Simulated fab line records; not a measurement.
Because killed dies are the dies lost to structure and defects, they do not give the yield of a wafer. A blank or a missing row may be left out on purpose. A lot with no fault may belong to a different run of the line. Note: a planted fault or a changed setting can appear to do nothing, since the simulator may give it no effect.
The tool behind it: which one? / flow sky130 / 24 lots, 72 wafers sampled, at 5 steps of a route of 708

== WHAT THE GAUGES READ, wafer by wafer ==
SKY_LI_CONTACT_OVL_MEAS_13. Usual: for LI_CONTACT_OVL the level is -7 nm and the standard deviation is 6.4.
lot=L074; measured=day 29 11:43; on=overlay-02; LI_CONTACT_OVL (nm)=-3 0 -8; flag=
lot=L075; measured=day 29 23:34; on=overlay-02; LI_CONTACT_OVL (nm)=-8 -5 -5; flag=
lot=L076; measured=day 30 06:32; on=overlay-02; LI_CONTACT_OVL (nm)=-6 -8 -4; flag=
lot=L077; measured=day 31 00:28; on=overlay-02; LI_CONTACT_OVL (nm)=-12 -8 -8; flag=
lot=L078; measured=day 31 00:49; on=overlay-02; LI_CONTACT_OVL (nm)=-4 -15 -12; flag=
lot=L079; measured=day 31 12:34; on=overlay-02; LI_CONTACT_OVL (nm)=-17 -13 -9; flag=
lot=L080; measured=day 32 01:38; on=overlay-01; LI_CONTACT_OVL (nm)=-10 -9 -5; flag=
lot=L081; measured=day 32 07:40; on=overlay-02; LI_CONTACT_OVL (nm)=-11 -3 -8; flag=
lot=L082; measured=day 33 05:10; on=overlay-02; LI_CONTACT_OVL (nm)=-8 -3 -5; flag=
lot=L083; measured=day 33 10:04; on=overlay-02; LI_CONTACT_OVL (nm)=-7 -2 -4; flag=
lot=L084; measured=day 33 14:09; on=overlay-02; LI_CONTACT_OVL (nm)=-16 -19 -16; flag=
lot=L086; measured=day 33 18:22; on=overlay-02; LI_CONTACT_OVL (nm)=-7 -5 -23; flag=
lot=L085; measured=day 33 20:07; on=overlay-01; LI_CONTACT_OVL (nm)=-16 -2 1; flag=
lot=L087; measured=day 34 06:49; on=overlay-02; LI_CONTACT_OVL (nm)=-4 -6 2; flag=
lot=L088; measured=day 34 09:37; on=overlay-02; LI_CONTACT_OVL (nm)=-12 -14 -15; flag=
lot=L089; measured=day 34 20:13; on=overlay-01; LI_CONTACT_OVL (nm)=2 -2 4; flag=
lot=L090; measured=day 34 21:49; on=overlay-02; LI_CONTACT_OVL (nm)=3 -6 -5; flag=
lot=L091; measured=day 35 06:56; on=overlay-01; LI_CONTACT_OVL (nm)=-11 -9 -13; flag=
lot=L092; measured=day 35 12:37; on=overlay-01; LI_CONTACT_OVL (nm)=-6 -3 -6; flag=
lot=L093; measured=day 35 18:47; on=overlay-02; LI_CONTACT_OVL (nm)=-6 -16 -3; flag=
lot=L095; measured=day 36 14:16; on=overlay-02; LI_CONTACT_OVL (nm)=-5 -6 -9; flag=
lot=L094; measured=day 36 18:17; on=overlay-01; LI_CONTACT_OVL (nm)=-12 -13 -6; flag=
lot=L096; measured=day 36 22:50; on=overlay-02; LI_CONTACT_OVL (nm)=-20 -16 -11; flag=
lot=L097; measured=day 36 23:05; on=overlay-01; LI_CONTACT_OVL (nm)=-3 -12 -5; flag=

SKY_METAL1_THK_MEAS_06: measures by xrf. Usual: for METAL1_ALCU_THK the level is 251 nm and the standard deviation is 3.3.
lot=L074; measured=day 32 01:26; on=filmMetro-02; METAL1_ALCU_THK (nm)=253 254 248; flag=
lot=L075; measured=day 32 11:13; on=filmMetro-01; METAL1_ALCU_THK (nm)=249 252 249; flag=
lot=L076; measured=day 32 18:56; on=filmMetro-01; METAL1_ALCU_THK (nm)=254 249 254; flag=
lot=L077; measured=day 33 12:08; on=filmMetro-01; METAL1_ALCU_THK (nm)=252 252 251; flag=
lot=L078; measured=day 33 12:39; on=filmMetro-03; METAL1_ALCU_THK (nm)=246 247 247; flag=
lot=L079; measured=day 33 23:53; on=filmMetro-03; METAL1_ALCU_THK (nm)=253 253 252; flag=
lot=L080; measured=day 34 13:07; on=filmMetro-02; METAL1_ALCU_THK (nm)=253 252 254; flag=
lot=L081; measured=day 34 18:32; on=filmMetro-01; METAL1_ALCU_THK (nm)=256 248 255; flag=
lot=L082; measured=day 35 15:37; on=filmMetro-01; METAL1_ALCU_THK (nm)=249 247 249; flag=
lot=L083; measured=day 35 20:05; on=filmMetro-01; METAL1_ALCU_THK (nm)=248 247 248; flag=
lot=L084; measured=day 35 23:17; on=filmMetro-03; METAL1_ALCU_THK (nm)=251 248 249; flag=
lot=L086; measured=day 36 04:13; on=filmMetro-03; METAL1_ALCU_THK (nm)=256 254 257; flag=
lot=L085; measured=day 36 05:33; on=filmMetro-02; METAL1_ALCU_THK (nm)=254 247 256; flag=
lot=L087; measured=day 36 16:53; on=filmMetro-03; METAL1_ALCU_THK (nm)=248 252 252; flag=
lot=L088; measured=day 36 19:25; on=filmMetro-01; METAL1_ALCU_THK (nm)=258 253 253; flag=
lot=L089; measured=day 37 05:39; on=filmMetro-02; METAL1_ALCU_THK (nm)=247 248 246; flag=
lot=L090; measured=day 37 06:48; on=filmMetro-02; METAL1_ALCU_THK (nm)=246 246 247; flag=
lot=L091; measured=day 37 16:02; on=filmMetro-03; METAL1_ALCU_THK (nm)=249 252 256; flag=
lot=L092; measured=day 37 21:14; on=filmMetro-02; METAL1_ALCU_THK (nm)=249 249 248; flag=
lot=L093; measured=day 38 03:43; on=filmMetro-03; METAL1_ALCU_THK (nm)=251 251 249; flag=
lot=L095; measured=day 38 22:59; on=filmMetro-02; METAL1_ALCU_THK (nm)=250 255 249; flag=
lot=L094; measured=day 39 03:39; on=filmMetro-01; METAL1_ALCU_THK (nm)=251 250 253; flag=
lot=L096; measured=day 39 07:34; on=filmMetro-01; METAL1_ALCU_THK (nm)=247 256 252; flag=
lot=L097; measured=day 39 07:43; on=filmMetro-02; METAL1_ALCU_THK (nm)=252 248 249; flag=

== EACH LOT AND THE TOOL THAT RAN IT (in order: tool; ch and the chambers of the sampled wafers; start) ==
lot=L074; SKY_LI_CONTACT_STRIP_16=plasmaAsher-03 ch 0, day 29 11:53; SKY_LI_CONTACT_SPUTTER_20=pvdSputter-01, day 29 12:15; SKY_CONTACT_CVD_00=pecvd-02 ch 0,2, day 30 18:51
lot=L075; SKY_LI_CONTACT_STRIP_16=plasmaAsher-03 ch 0,1, day 29 23:44; SKY_LI_CONTACT_SPUTTER_20=pvdSputter-01, day 30 00:06; SKY_CONTACT_CVD_00=pecvd-03 ch 0,1, day 31 05:40
lot=L076; SKY_LI_CONTACT_STRIP_16=plasmaAsher-01 ch 0,1, day 30 06:42; SKY_LI_CONTACT_SPUTTER_20=pvdSputter-01, day 30 07:05; SKY_CONTACT_CVD_00=pecvd-03 ch 1,2, day 31 12:20
lot=L077; SKY_LI_CONTACT_STRIP_16=plasmaAsher-03 ch 0,1, day 31 00:37; SKY_LI_CONTACT_SPUTTER_20=pvdSputter-02, day 31 00:59; SKY_CONTACT_CVD_00=pecvd-03 ch 1,2, day 32 06:18
lot=L078; SKY_LI_CONTACT_STRIP_16=plasmaAsher-01 ch 0,1, day 31 00:58; SKY_LI_CONTACT_SPUTTER_20=pvdSputter-01, day 31 01:20; SKY_CONTACT_CVD_00=pecvd-01 ch 1,2, day 32 06:37
lot=L079; SKY_LI_CONTACT_STRIP_16=plasmaAsher-01 ch 0,1, day 31 12:43; SKY_LI_CONTACT_SPUTTER_20=pvdSputter-01, day 31 13:05; SKY_CONTACT_CVD_00=pecvd-03 ch 0,1, day 32 18:34
lot=L080; SKY_LI_CONTACT_STRIP_16=plasmaAsher-03 ch 0,1, day 32 01:48; SKY_LI_CONTACT_SPUTTER_20=pvdSputter-01, day 32 02:11; SKY_CONTACT_CVD_00=pecvd-02 ch 0,1,2, day 33 07:44
lot=L081; SKY_LI_CONTACT_STRIP_16=plasmaAsher-03 ch 0,1, day 32 07:50; SKY_LI_CONTACT_SPUTTER_20=pvdSputter-02, day 32 08:13; SKY_CONTACT_CVD_00=pecvd-03 ch 0,1,2, day 33 13:26
lot=L082; SKY_LI_CONTACT_STRIP_16=plasmaAsher-01 ch 0,1, day 33 05:20; SKY_LI_CONTACT_SPUTTER_20=pvdSputter-01, day 33 05:43; SKY_CONTACT_CVD_00=pecvd-01 ch 0,1,2, day 34 10:31
lot=L083; SKY_LI_CONTACT_STRIP_16=plasmaAsher-03 ch 0,1, day 33 10:14; SKY_LI_CONTACT_SPUTTER_20=pvdSputter-03, day 33 10:36; SKY_CONTACT_CVD_00=pecvd-03 ch 0, day 34 15:11
lot=L084; SKY_LI_CONTACT_STRIP_16=plasmaAsher-03 ch 0,1, day 33 14:19; SKY_LI_CONTACT_SPUTTER_20=pvdSputter-02, day 33 14:41; SKY_CONTACT_CVD_00=pecvd-02 ch 0,1, day 34 18:53
lot=L086; SKY_LI_CONTACT_STRIP_16=plasmaAsher-01 ch 0,1, day 33 18:31; SKY_LI_CONTACT_SPUTTER_20=pvdSputter-01, day 33 18:54; SKY_CONTACT_CVD_00=pecvd-01 ch 0,1,2, day 34 23:21
lot=L085; SKY_LI_CONTACT_STRIP_16=plasmaAsher-03 ch 0,1, day 33 20:19; SKY_LI_CONTACT_SPUTTER_20=pvdSputter-01, day 33 20:39; SKY_CONTACT_CVD_00=pecvd-03 ch 0,1, day 35 00:50
lot=L087; SKY_LI_CONTACT_STRIP_16=plasmaAsher-01 ch 0,1, day 34 06:58; SKY_LI_CONTACT_SPUTTER_20=pvdSputter-03, day 34 07:22; SKY_CONTACT_CVD_00=pecvd-02 ch 1,2, day 35 12:06
lot=L088; SKY_LI_CONTACT_STRIP_16=plasmaAsher-03 ch 0,1, day 34 09:46; SKY_LI_CONTACT_SPUTTER_20=pvdSputter-03, day 34 10:10; SKY_CONTACT_CVD_00=pecvd-01 ch 0, day 35 14:35
lot=L089; SKY_LI_CONTACT_STRIP_16=plasmaAsher-03 ch 0,1, day 34 20:23; SKY_LI_CONTACT_SPUTTER_20=pvdSputter-02, day 34 20:45; SKY_CONTACT_CVD_00=pecvd-03 ch 0,1,2, day 36 01:10
lot=L090; SKY_LI_CONTACT_STRIP_16=plasmaAsher-01 ch 0,1, day 34 21:58; SKY_LI_CONTACT_SPUTTER_20=pvdSputter-02, day 34 22:31; SKY_CONTACT_CVD_00=pecvd-02 ch 0,1, day 36 02:25
lot=L091; SKY_LI_CONTACT_STRIP_16=plasmaAsher-03 ch 0,1, day 35 07:07; SKY_LI_CONTACT_SPUTTER_20=pvdSputter-01, day 35 07:29; SKY_CONTACT_CVD_00=pecvd-03 ch 0,1, day 36 11:40
lot=L092; SKY_LI_CONTACT_STRIP_16=plasmaAsher-03 ch 0,1, day 35 12:47; SKY_LI_CONTACT_SPUTTER_20=pvdSputter-01, day 35 13:10; SKY_CONTACT_CVD_00=pecvd-01 ch 0,1,2, day 36 16:56
lot=L093; SKY_LI_CONTACT_STRIP_16=plasmaAsher-01 ch 0,1, day 35 18:58; SKY_LI_CONTACT_SPUTTER_20=pvdSputter-02, day 35 19:17; SKY_CONTACT_CVD_00=pecvd-03 ch 0,1,2, day 36 23:28
lot=L095; SKY_LI_CONTACT_STRIP_16=plasmaAsher-04 ch 0,1, day 36 14:25; SKY_LI_CONTACT_SPUTTER_20=pvdSputter-03, day 36 14:48; SKY_CONTACT_CVD_00=pecvd-03 ch 0,2, day 37 18:34
lot=L094; SKY_LI_CONTACT_STRIP_16=plasmaAsher-03 ch 0,1, day 36 18:28; SKY_LI_CONTACT_SPUTTER_20=pvdSputter-01, day 36 18:49; SKY_CONTACT_CVD_00=pecvd-01 ch 0,2, day 37 23:30
lot=L096; SKY_LI_CONTACT_STRIP_16=plasmaAsher-03 ch 0,1, day 36 23:01; SKY_LI_CONTACT_SPUTTER_20=pvdSputter-02, day 36 23:22; SKY_CONTACT_CVD_00=pecvd-03 ch 0,1,2, day 38 02:53
lot=L097; SKY_LI_CONTACT_STRIP_16=plasmaAsher-01 ch 1, day 36 23:16; SKY_LI_CONTACT_SPUTTER_20=pvdSputter-03, day 36 23:38; SKY_CONTACT_CVD_00=pecvd-02 ch 0,1,2, day 38 03:08
- SKY_LI_CONTACT_STRIP_16: strips in O2/N2.
- SKY_LI_CONTACT_SPUTTER_20: material TiN, target thk 20 nm, time 80 s.
- SKY_CONTACT_CVD_00: deposits Si3N4, target thk 75 nm.

== AS READ BY THE TOOLS THEMSELVES (means over the sampled wafers that have a number; for cases with no such wafer, the mark the record gives instead) ==
SKY_LI_CONTACT_STRIP_16. Usual: drypumpMotorCurrentA 5.84 A, standard deviation 0.25; oesProductAu 0.376 a.u., standard deviation 0.0046; stripTimeToEndpointS 3.49 s, standard deviation 0.056.
lot=L074; tool=plasmaAsher-03; drypumpMotorCurrentA (A)=6.05; oesProductAu (a.u.)=0.376; stripTimeToEndpointS (s)=3.51; flag=
lot=L075; tool=plasmaAsher-03; drypumpMotorCurrentA (A)=5.99; oesProductAu (a.u.)=0.374; stripTimeToEndpointS (s)=3.45; flag=
lot=L076; tool=plasmaAsher-01; drypumpMotorCurrentA (A)=5.62; oesProductAu (a.u.)=0.377; stripTimeToEndpointS (s)=3.53; flag=
lot=L077; tool=plasmaAsher-03; drypumpMotorCurrentA (A)=6.00; oesProductAu (a.u.)=0.376; stripTimeToEndpointS (s)=3.45; flag=
lot=L078; tool=plasmaAsher-01; drypumpMotorCurrentA (A)=5.78; oesProductAu (a.u.)=0.382; stripTimeToEndpointS (s)=3.54; flag=
lot=L079; tool=plasmaAsher-01; drypumpMotorCurrentA (A)=5.81; oesProductAu (a.u.)=0.376; stripTimeToEndpointS (s)=3.48; flag=
lot=L080; tool=plasmaAsher-03; drypumpMotorCurrentA (A)=5.92; oesProductAu (a.u.)=0.375; stripTimeToEndpointS (s)=3.47; flag=
lot=L081; tool=plasmaAsher-03; drypumpMotorCurrentA (A)=5.94; oesProductAu (a.u.)=0.376; stripTimeToEndpointS (s)=3.50; flag=
lot=L082; tool=plasmaAsher-01; drypumpMotorCurrentA (A)=5.79; oesProductAu (a.u.)=0.373; stripTimeToEndpointS (s)=3.49; flag=
lot=L083; tool=plasmaAsher-03; drypumpMotorCurrentA (A)=6.00; oesProductAu (a.u.)=0.373; stripTimeToEndpointS (s)=3.44; flag=
lot=L084; tool=plasmaAsher-03; drypumpMotorCurrentA (A)=5.90; oesProductAu (a.u.)=0.372; stripTimeToEndpointS (s)=3.48; flag=
lot=L086; tool=plasmaAsher-01; drypumpMotorCurrentA (A)=5.62; oesProductAu (a.u.)=0.381; stripTimeToEndpointS (s)=3.55; flag=
lot=L085; tool=plasmaAsher-03; drypumpMotorCurrentA (A)=6.01; oesProductAu (a.u.)=0.378; stripTimeToEndpointS (s)=3.45; flag=
lot=L087; tool=plasmaAsher-01; drypumpMotorCurrentA (A)=5.78; oesProductAu (a.u.)=0.374; stripTimeToEndpointS (s)=3.48; flag=
lot=L088; tool=plasmaAsher-03; drypumpMotorCurrentA (A)=5.99; oesProductAu (a.u.)=0.377; stripTimeToEndpointS (s)=3.58; flag=
lot=L089; tool=plasmaAsher-03; drypumpMotorCurrentA (A)=5.91; oesProductAu (a.u.)=0.378; stripTimeToEndpointS (s)=3.50; flag=
lot=L090; tool=plasmaAsher-01; drypumpMotorCurrentA (A)=5.62; oesProductAu (a.u.)=0.375; stripTimeToEndpointS (s)=3.54; flag=
lot=L091; tool=plasmaAsher-03; drypumpMotorCurrentA (A)=5.91; oesProductAu (a.u.)=0.379; stripTimeToEndpointS (s)=3.49; flag=
lot=L092; tool=plasmaAsher-03; drypumpMotorCurrentA (A)=5.99; oesProductAu (a.u.)=0.378; stripTimeToEndpointS (s)=3.55; flag=
lot=L093; tool=plasmaAsher-01; drypumpMotorCurrentA (A)=5.79; oesProductAu (a.u.)=0.379; stripTimeToEndpointS (s)=3.48; flag=
lot=L095; tool=plasmaAsher-04; drypumpMotorCurrentA (A)=5.29; oesProductAu (a.u.)=0.375; stripTimeToEndpointS (s)=3.51; flag=
lot=L094; tool=plasmaAsher-03; drypumpMotorCurrentA (A)=5.93; oesProductAu (a.u.)=0.377; stripTimeToEndpointS (s)=3.48; flag=
lot=L096; tool=plasmaAsher-03; drypumpMotorCurrentA (A)=6.01; oesProductAu (a.u.)=0.370; stripTimeToEndpointS (s)=3.45; flag=
lot=L097; tool=plasmaAsher-01; drypumpMotorCurrentA (A)=5.47; oesProductAu (a.u.)=0.373; stripTimeToEndpointS (s)=3.50; flag=

SKY_LI_CONTACT_SPUTTER_20. Usual: throttleValvePct 29.7 %, standard deviation 1.1.
lot=L074; tool=pvdSputter-01; throttleValvePct (%)=30.0; flag=
lot=L075; tool=pvdSputter-01; throttleValvePct (%)=30.1; flag=
lot=L076; tool=pvdSputter-01; throttleValvePct (%)=29.7; flag=
lot=L077; tool=pvdSputter-02; throttleValvePct (%)=29.9; flag=
lot=L078; tool=pvdSputter-01; throttleValvePct (%)=30.3; flag=
lot=L079; tool=pvdSputter-01; throttleValvePct (%)=29.9; flag=
lot=L080; tool=pvdSputter-01; throttleValvePct (%)=29.9; flag=
lot=L081; tool=pvdSputter-02; throttleValvePct (%)=30.6; flag=
lot=L082; tool=pvdSputter-01; throttleValvePct (%)=30.1; flag=
lot=L083; tool=pvdSputter-03; throttleValvePct (%)=28.8; flag=
lot=L084; tool=pvdSputter-02; throttleValvePct (%)=30.1; flag=
lot=L086; tool=pvdSputter-01; throttleValvePct (%)=30.4; flag=
lot=L085; tool=pvdSputter-01; throttleValvePct (%)=29.7; flag=
lot=L087; tool=pvdSputter-03; throttleValvePct (%)=27.8; flag=
lot=L088; tool=pvdSputter-03; throttleValvePct (%)=29.5; flag=
lot=L089; tool=pvdSputter-02; throttleValvePct (%)=30.5; flag=
lot=L090; tool=pvdSputter-02; throttleValvePct (%)=29.7; flag=
lot=L091; tool=pvdSputter-01; throttleValvePct (%)=29.2; flag=
lot=L092; tool=pvdSputter-01; throttleValvePct (%)=29.8; flag=
lot=L093; tool=pvdSputter-02; throttleValvePct (%)=30.4; flag=
lot=L095; tool=pvdSputter-03; throttleValvePct (%)=28.9; flag=
lot=L094; tool=pvdSputter-01; throttleValvePct (%)=29.8; flag=
lot=L096; tool=pvdSputter-02; throttleValvePct (%)=29.1; flag=
lot=L097; tool=pvdSputter-03; throttleValvePct (%)=28.4; flag=

SKY_CONTACT_CVD_00. Usual: heaterPowerW 729 W, standard deviation 100.
lot=L074; tool=pecvd-02; heaterPowerW (W)=797; flag=
lot=L075; tool=pecvd-03; heaterPowerW (W)=660; flag=
lot=L076; tool=pecvd-03; heaterPowerW (W)=706; flag=
lot=L077; tool=pecvd-03; heaterPowerW (W)=697; flag=
lot=L078; tool=pecvd-01; heaterPowerW (W)=753; flag=
lot=L079; tool=pecvd-03; heaterPowerW (W)=723; flag=
lot=L080; tool=pecvd-02; heaterPowerW (W)=748; flag=
lot=L081; tool=pecvd-03; heaterPowerW (W)=684; flag=
lot=L082; tool=pecvd-01; heaterPowerW (W)=697; flag=
lot=L083; tool=pecvd-03; heaterPowerW (W)=694; flag=
lot=L084; tool=pecvd-02; heaterPowerW (W)=786; flag=
lot=L086; tool=pecvd-01; heaterPowerW (W)=670; flag=
lot=L085; tool=pecvd-03; heaterPowerW (W)=654; flag=
lot=L087; tool=pecvd-02; heaterPowerW (W)=699; flag=
lot=L088; tool=pecvd-01; heaterPowerW (W)=588; flag=
lot=L089; tool=pecvd-03; heaterPowerW (W)=720; flag=
lot=L090; tool=pecvd-02; heaterPowerW (W)=846; flag=
lot=L091; tool=pecvd-03; heaterPowerW (W)=684; flag=
lot=L092; tool=pecvd-01; heaterPowerW (W)=686; flag=
lot=L093; tool=pecvd-03; heaterPowerW (W)=736; flag=
lot=L095; tool=pecvd-03; heaterPowerW (W)=798; flag=
lot=L094; tool=pecvd-01; heaterPowerW (W)=778; flag=
lot=L096; tool=pecvd-03; heaterPowerW (W)=707; flag=
lot=L097; tool=pecvd-02; heaterPowerW (W)=795; flag=

== THE ANSWER, worked out from the rows above alone ==
Rule: a lot is off if the mean of its wafers that have a number lies more than 3 standard deviations from the usual mean. Also off: a lot with no number at a reading for which 4 or more lots have one. The other lots that the step has rows for count as sound. The gauges are gone through in route order, then the tools' own readings, and for those a lot's mean is taken as printed above. At the first step where some lot is off, the reading lying furthest off is the one used; lots without a number count as furthest.
Across all readings shown, no lot is off: no conclusion can be drawn from this.

== WHAT HAD BEEN PUT IN BY THE SIMULATOR ==
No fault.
